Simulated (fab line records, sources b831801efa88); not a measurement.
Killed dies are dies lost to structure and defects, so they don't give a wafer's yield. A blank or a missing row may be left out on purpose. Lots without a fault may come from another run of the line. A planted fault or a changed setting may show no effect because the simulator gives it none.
fab line records | flow sky130
record lots=10 wafers=30 last_day=50
route steps=708 shown CONTACT@432 METAL1@439 VIA1@479
lots that met no fault: from a run of the same line without faults
start_h: hours from the record's first day to the start of the lot's first wafer shown | wait_h: hours since the lot's step before | " the same as in the row above | L1.1+2: a row that stands for several wafers | - no value, or no start given | * or withheld: withheld | < > ~ a bound
route shown NAME@n: a module of which the file shows steps, and the number in the route of the first | usual: mean/standard deviation of fault-free wafers | same: alike in all rows | chamber/n: place in a boat | sites: the reading at each site | _std_site: their standard deviation | _edge_site: outer sites' mean less inner sites' | radius_mm: how far each site lies from the wafer's centre | mask NAME#n: copy n | behind: the tool/chamber that last shaped the wafer | hold: why the lot was held/for how many hours/how that ended | device: the transistor (n, p or np) that didn't switch | end of line: the same wafers' tests at the end of the route | a step without rows: its recipe alone | killed: dies lost to structure and defects at the first sort, not the wafer's yield | map: a wafer's dies, x killed, . not, _ none there
set.NAME: the setting as run; set.NAME@STEP: as run at that earlier step | model.NAME: the simulator's own value behind a step, which no gauge read
steps of the route over a sample of lots; a table a step, a row a wafer
services: from which hour (start_h, from the record's first day; less than 0 if before it) a tool's chamber was out of use, for how many hours, and why
## steps
# step SKY_CONTACT_THK_MEAS_26
# recipe thk_meas_gauge=xrf reads=W_of_CONTACT_CVD_24
# usual CONTACT_W_THK=345/7.5
# columns lot.wafer tool chamber start_h wait_h CONTACT_W_THK[nm]
L612.3 film_metro-04 - 754.29 0.1 341
L612.5 " - " " 336
L612.6 " - " " 340
L613.1 film_metro-01 - 768.91 0.1 349
L613.4 " - " " 351
L613.5 " - " " 347
L614.2 film_metro-03 - 770.67 0.1 339
L614.3 " - " " 339
L614.5 " - " " 343
L618.1 film_metro-03 - 798.93 0.1 335
L618.2 " - " " 340
L618.6 " - " " 339
L624.1 film_metro-04 - 848.89 0.1 350
L624.3 " - " " 355
L624.4 " - " " 357
L625.2 film_metro-01 - 855.60 0.1 334
L625.3 " - " " 339
L625.4 " - " " 338
L626.2 film_metro-01 - 864.77 0.1 350
L626.4 " - " " 346
L626.6 " - " " 349
L630.1 film_metro-04 - 887.55 0.1 339
L630.4 " - " " 345
L630.5 " - " " 345
L631.2 film_metro-01 - 900.42 0.1 349
L631.3 " - " " 345
L631.4 " - " " 352
L632.1 film_metro-03 - 904.46 0.1 342
L632.2 " - " " 347
L632.4 " - " " 347
# step SKY_METAL1_RS_MEAS_05
# recipe thk_meas_gauge=four-point-probe reads=TiN_of_METAL1_SPUTTER_04+Ti_of_METAL1_SPUTTER_03+AlCu_of_METAL1_SPUTTER_02+TiN_of_METAL1_SPUTTER_01+Ti_of_METAL1_SPUTTER_00
# usual METAL1_ALCU_RS=0.1267/0.0016
# columns lot.wafer tool chamber start_h wait_h METAL1_ALCU_RS[ohm/sq]
L612.3 film_metro-03 - 754.81 0.1 0.1273
L612.5 " - " " 0.1270
L612.6 " - " " 0.1276
L613.1 film_metro-03 - 769.41 0.0 0.1284
L613.4 " - " " 0.1286
L613.5 " - " " 0.1297
L614.2 film_metro-03 - 771.18 0.0 0.1255
L614.3 " - " " 0.1254
L614.5 " - " " 0.1250
L618.1 film_metro-02 - 799.43 0.0 0.1245
L618.2 " - " " 0.1248
L618.6 " - " " 0.1235
L624.1 film_metro-02 - 849.39 0.0 0.1297
L624.3 " - " " 0.1292
L624.4 " - " " 0.1289
L625.2 film_metro-02 - 856.11 0.0 0.1261
L625.3 " - " " 0.1269
L625.4 " - " " 0.1261
L626.2 film_metro-03 - 865.28 0.0 0.1251
L626.4 " - " " 0.1255
L626.6 " - " " 0.1248
L630.1 film_metro-02 - 888.05 0.0 0.1263
L630.4 " - " " 0.1281
L630.5 " - " " 0.1270
L631.2 film_metro-02 - 900.93 0.0 0.1274
L631.3 " - " " 0.1263
L631.4 " - " " 0.1274
L632.1 film_metro-02 - 904.96 0.0 0.1259
L632.2 " - " " 0.1267
L632.4 " - " " 0.1262
# step SKY_METAL1_THK_MEAS_06
# recipe thk_meas_gauge=xrf reads=AlCu_of_METAL1_SPUTTER_02
# usual METAL1_ALCU_THK=249/3.1
# columns lot.wafer tool chamber start_h wait_h METAL1_ALCU_THK[nm]
L612.3 film_metro-03 - 754.91 0.1 247
L612.5 " - " " 247
L612.6 " - " " 247
L613.1 film_metro-03 - 769.53 0.1 245
L613.4 " - " " 244
L613.5 " - " " 241
L614.2 film_metro-03 - 771.29 0.1 251
L614.3 " - " " 251
L614.5 " - " " 253
L618.1 film_metro-02 - 799.55 0.1 253
L618.2 " - " " 252
L618.6 " - " " 255
L624.1 film_metro-02 - 849.51 0.1 243
L624.3 " - " " 244
L624.4 " - " " 244
L625.2 film_metro-02 - 856.22 0.1 249
L625.3 " - " " 251
L625.4 " - " " 250
L626.2 film_metro-03 - 865.39 0.1 255
L626.4 " - " " 250
L626.6 " - " " 253
L630.1 film_metro-02 - 888.17 0.1 248
L630.4 " - " " 246
L630.5 " - " " 248
L631.2 film_metro-02 - 901.04 0.1 247
L631.3 " - " " 250
L631.4 " - " " 248
L632.1 film_metro-02 - 905.08 0.1 249
L632.2 " - " " 248
L632.4 " - " " 248
# step SKY_VIA1_CVD_21
# recipe material=W target_thk_nm=270 time_s=80.902 temp_c=400 pressure_torr=40
# usual chamber_pressure_Torr=40.00/0.087 heater_power_w=798/52
# columns lot.wafer tool chamber start_h wait_h chamber_pressure_Torr heater_power_w
L612.3 cvd_w-02 1 810.89 0.1 40.12 898
L612.5 " 1 " " 40.04 891
L612.6 " 0 " " 39.93 765
L613.1 cvd_w-02 0 824.52 0.0 40.02 747
L613.4 " 0 " " 40.05 754
L613.5 " 1 " " 39.96 897
L614.2 cvd_w-02 1 826.57 0.0 39.98 906
L614.3 " 0 " " 39.99 773
L614.5 " 0 " " 39.89 774
L618.1 cvd_w-02 0 854.16 0.0 39.96 768
L618.2 " 1 " " 39.88 910
L618.6 " 1 " " 39.79 911
L624.1 cvd_w-01 0 904.73 0.0 40.11 773
L624.3 " 0 " " 39.91 790
L624.4 " 1 " " 39.89 816
L625.2 cvd_w-01 0 908.27 0.0 40.11 779
L625.3 " 1 " " 40.10 810
L625.4 " 0 " " 40.12 772
L626.2 cvd_w-02 0 918.14 0.0 40.11 677
L626.4 " 1 " " 40.03 880
L626.6 " 1 " " 40.15 852
L630.1 cvd_w-02 1 940.65 0.0 39.99 869
L630.4 " 1 " " 40.02 881
L630.5 " 1 " " 39.97 867
L631.2 cvd_w-02 1 952.87 0.0 39.88 872
L631.3 " 0 " " 39.95 694
L631.4 " 1 " " 39.93 871
L632.1 cvd_w-01 0 955.64 0.0 39.96 770
L632.2 " 1 " " 40.09 812
L632.4 " 0 " " 40.01 778
# step SKY_VIA1_RS_MEAS_22
# recipe thk_meas_gauge=four-point-probe reads=W_of_VIA1_CVD_21+TiN_of_VIA1_SPUTTER_20
# usual VIA1_W_RS=0.425/0.0063
# columns lot.wafer tool chamber start_h wait_h VIA1_W_RS[ohm/sq]
L612.3 film_metro-04 - 810.99 0.1 0.431
L612.5 " - " " 0.428
L612.6 " - " " 0.434
L613.1 film_metro-02 - 824.61 0.1 0.426
L613.4 " - " " 0.425
L613.5 " - " " 0.426
L614.2 film_metro-02 - 826.68 0.1 0.302
L614.3 " - " " 0.435
L614.5 " - " " 0.433
L618.1 film_metro-01 - 854.26 0.1 0.434
L618.2 " - " " 0.301
L618.6 " - " " 0.304
L624.1 film_metro-01 - 904.82 0.1 0.416
L624.3 " - " " 0.415
L624.4 " - " " 0.424
L625.2 film_metro-04 - 908.38 0.1 0.422
L625.3 " - " " 0.429
L625.4 " - " " 0.426
L626.2 film_metro-02 - 918.26 0.1 0.428
L626.4 " - " " 0.424
L626.6 " - " " 0.431
L630.1 film_metro-01 - 940.75 0.1 0.435
L630.4 " - " " 0.443
L630.5 " - " " 0.436
L631.2 film_metro-01 - 952.98 0.1 0.426
L631.3 " - " " 0.435
L631.4 " - " " 0.423
L632.1 film_metro-02 - 955.73 0.1 0.415
L632.2 " - " " 0.425
L632.4 " - " " 0.414
# step SKY_VIA1_THK_MEAS_23
# recipe thk_meas_gauge=xrf reads=W_of_VIA1_CVD_21
# usual VIA1_W_THK=276/4.5
# columns lot.wafer tool chamber start_h wait_h VIA1_W_THK[nm]
L612.3 film_metro-04 - 811.09 0.1 275
L612.5 " - " " 279
L612.6 " - " " 272
L613.1 film_metro-02 - 824.73 0.1 273
L613.4 " - " " 275
L613.5 " - " " 273
L614.2 film_metro-02 - 826.79 0.1 384
L614.3 " - " " 268
L614.5 " - " " 270
L618.1 film_metro-01 - 854.38 0.1 272
L618.2 " - " " 392
L618.6 " - " " 387
L624.1 film_metro-01 - 904.94 0.1 279
L624.3 " - " " 281
L624.4 " - " " 277
L625.2 film_metro-04 - 908.49 0.1 276
L625.3 " - " " 271
L625.4 " - " " 273
L626.2 film_metro-02 - 918.37 0.1 270
L626.4 " - " " 274
L626.6 " - " " 269
L630.1 film_metro-01 - 940.87 0.1 271
L630.4 " - " " 266
L630.5 " - " " 270
L631.2 film_metro-01 - 953.09 0.1 276
L631.3 " - " " 270
L631.4 " - " " 277
L632.1 film_metro-02 - 955.85 0.1 280
L632.2 " - " " 274
L632.4 " - " " 282
# step SKY_VIA1_CMP_24
# recipe stop_on=SiO2 t_overpolish_s=15 down_force_psi=3.5 platen_rpm=60 target_thk_nm=0 pad_velocity_m_s=0.94248
# usual motor_current_A=11.0/0.83 slurry_filter_dp_kPa=13.50/0.16 time_to_endpoint_s=66/4.3
# columns lot.wafer tool chamber start_h wait_h motor_current_A slurry_filter_dp_kPa time_to_endpoint_s
L612.3 cmp-02 2 811.18 0.1 10.9 13.93 70
L612.6 " 1 " " 10.9 13.45 66
L612.5 " 2 " " 11.0 13.60 67
L613.1 cmp-01 3 824.84 0.1 11.3 13.69 62
L613.4 " 1 " " 10.7 13.35 63
L613.5 " 3 " " 11.3 13.49 64
L614.3 cmp-01 1 826.89 0.1 10.3 13.62 62
L614.2 " 2 " " 11.0 13.46 88
L614.5 " 0 " " 12.2 13.28 61
L618.1 cmp-02 0 854.49 0.1 11.4 13.51 66
L618.2 " 1 " " 10.5 13.70 90
L618.6 " 0 " " 11.6 13.89 94
L624.4 cmp-02 2 905.00 0.0 10.9 13.41 74
L624.3 " 0 " " 11.3 13.33 71
L624.1 " 1 " " 10.9 13.71 64
L625.3 cmp-01 0 908.59 0.1 12.8 13.68 64
L625.2 " 1 " " 10.0 13.67 64
L625.4 " 2 " " 10.9 13.29 68
L626.2 cmp-02 3 919.87 1.5 9.7 13.57 67
L626.4 " 0 " " 11.6 13.45 67
L626.6 " 0 " " 11.3 13.56 64
L630.4 cmp-01 3 940.98 0.1 11.1 13.44 63
L630.1 " 0 " " 12.6 13.57 62
L630.5 " 3 " " 11.4 13.73 62
L631.4 cmp-01 0 953.14 0.0 12.5 13.53 65
L631.3 " 1 " " 10.7 13.45 63
L631.2 " 3 " " 10.9 13.57 68
L632.4 cmp-02 1 955.91 0.0 10.4 13.38 62
L632.2 " 2 " " 11.6 13.28 65
L632.1 " 3 " " 9.8 13.54 71
## services
# columns tool chamber start_h hours kind
cmp-02 - 812.50 12.4 pm
cmp-02 - 831.38 0.6 repair
cmp-02 - 846.90 5.6 pm
cvd_w-02 - 851.63 0.8 repair
cvd_w-01 - 854.92 3.8 pm
cvd_w-01 - 865.33 14.6 pm
cmp-01 - 874.98 3.9 repair
cmp-01 - 894.80 0.4 repair
cvd_w-02 - 904.00 14.0 pm
cvd_w-02 0 904.00 14.0 vent_cycle
cvd_w-02 1 904.00 14.0 vent_cycle
cmp-02 - 913.47 4.0 pm
cmp-01 - 915.26 5.1 repair
cmp-02 - 917.47 - consumable_replace:conditioner
cmp-02 - 917.47 - consumable_replace:pad
cvd_w-02 0 918.00 - clean
cvd_w-02 1 918.00 - clean
cmp-02 - 920.47 6.3 pm
cvd_w-01 - 925.99 6.0 pm
cvd_w-02 1 943.08 - calibration
cmp-01 - 951.11 1.2 repair
## key
first_sign step=SKY_VIA1_RS_MEAS_22 reading=VIA1_W_RS direction=down sigmas=19 usual=0.425 struck=0.302
effect step=SKY_VIA1_THK_MEAS_23 reading=VIA1_W_THK direction=up sigmas=25 usual=276 struck=388
effect step=SKY_VIA1_CMP_24 reading=time_to_endpoint_s direction=up sigmas=5.8 usual=* struck=*
met_at SKY_VIA1_CVD_21
struck_lots L614,L618
struck_wafers L614.2,L618.2,L618.6
not_acting_at SKY_CONTACT_THK_MEAS_26,SKY_METAL1_RS_MEAS_05,SKY_METAL1_THK_MEAS_06
onset_between 824.52 826.57
fault kind=process_parameter_drift tool=cvd_w-02 chamber=1 onset_h=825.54 steps=SKY_VIA1_CVD_21 channel=target_thk_nm offset=111.37 shape=step end_h=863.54 acts_in=these_recipes_only stated=270
